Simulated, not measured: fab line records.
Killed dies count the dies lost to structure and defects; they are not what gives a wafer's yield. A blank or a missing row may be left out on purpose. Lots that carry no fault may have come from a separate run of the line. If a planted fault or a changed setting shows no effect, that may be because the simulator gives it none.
One fault seen from 2 desks / flow sky130 / each desk has only its own numbers; what lay behind them comes last

## THE METROLOGY DESK
Means of the sampled wafers that have a number, per lot and without regard to the tool the lot ran on: this is what the gauges read. The brackets show how far a lot's mean lies from the usual mean; more than 4 standard deviations puts the lot out of limits, marked OUT.
Columns: A = FIELD_ISO_OXIDATION_01_THK at SKY_FIELD_ISO_THK_MEAS_23, usual 9.83 nm; B = FIELD_ISO_CVD_24_THK at SKY_FIELD_ISO_THK_MEAS_25, usual 594 nm; C = NWELL_OXIDATION_THK at SKY_NWELL_THK_MEAS_02, usual 9.88 nm; D = DNWELL_TW at SKY_DNWELL_TW_MEAS_09, usual 1108; E = PWDE_OVL at SKY_PWDE_OVL_MEAS_07, usual 0.8 nm; F = PWDE_TW at SKY_PWDE_TW_MEAS_10, usual 372
lot=L831; first seen here=day 3 13:55; A=9.92; B=595; C=10.04; D=1113; E=3.0; F=378
lot=L836; first seen here=day 4 17:34; A=9.34; B=589; C=9.40; D=1131; E=-1.0; F=369
lot=L842; first seen here=day 6 00:54; A=9.97; B=597; C=9.73; D=1101; E=1.8; F=370
lot=L843; first seen here=day 6 04:06; A=9.73; B=603; C=10.08; D=1098; E=0.2; F=369
lot=L845; first seen here=day 6 15:21; A=9.96; B=588; C=9.69; D=1124; E=-0.5; F=370
lot=L848; first seen here=day 7 07:28; A=9.87; B=586; C=10.11; D=1093; E=3.1; F=372
This desk's verdict: no lot among the 6 shows anything out of limits.

## FOR THE TOOL OWNER'S DESK: wet-bench-02
The tool's own readings at SKY_FIELD_ISO_WET_ETCH_30 (etches SiO2 in dHF, target depth 25 nm, time 50 s): means of the sampled wafers that have a number, for each lot that ran on this tool. The brackets show how far a lot's mean lies from the usual mean; more than 4 standard deviations puts the lot out of limits, marked OUT.
Columns: A = bath-heat-duty-pct at SKY_FIELD_ISO_WET_ETCH_30, usual 6.4 %; B = temp-c at SKY_FIELD_ISO_WET_ETCH_30, usual 25.01 C
lot=L831; first seen here=day 3 18:15; A=0.0 (-7.9) OUT; B=15.10 (-99 or more) OUT
lot=L836; first seen here=day 4 21:16; A=0.0 (-7.9) OUT; B=15.05 (-99 or more) OUT
lot=L848; first seen here=day 7 14:01; A=6.6; B=25.18
Finding of this desk: L831, L836 out of limits; the first was L831 at day 3 18:15, on bath-heat-duty-pct at SKY_FIELD_ISO_WET_ETCH_30. In limits: L848.

## PUT TOGETHER
The tool owner's desk could have raised an alarm at day 3 18:15, on L831, L836.
Metrology desk: nothing out of limits seen.
The metrology desk holds a record of L831, L836, inside its limits.
Every lot named ran SKY_FIELD_ISO_WET_ETCH_30 on wet-bench-02.

## WHAT THE SIMULATOR HAD INSERTED
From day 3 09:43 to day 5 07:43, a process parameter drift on wet-bench-02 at SKY_FIELD_ISO_WET_ETCH_30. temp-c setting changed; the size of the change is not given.
Struck lots among those shown: L831, L836.
Delay in hours, fault start to first out-of-limits reading, by desk: the tool owner's desk at 9.
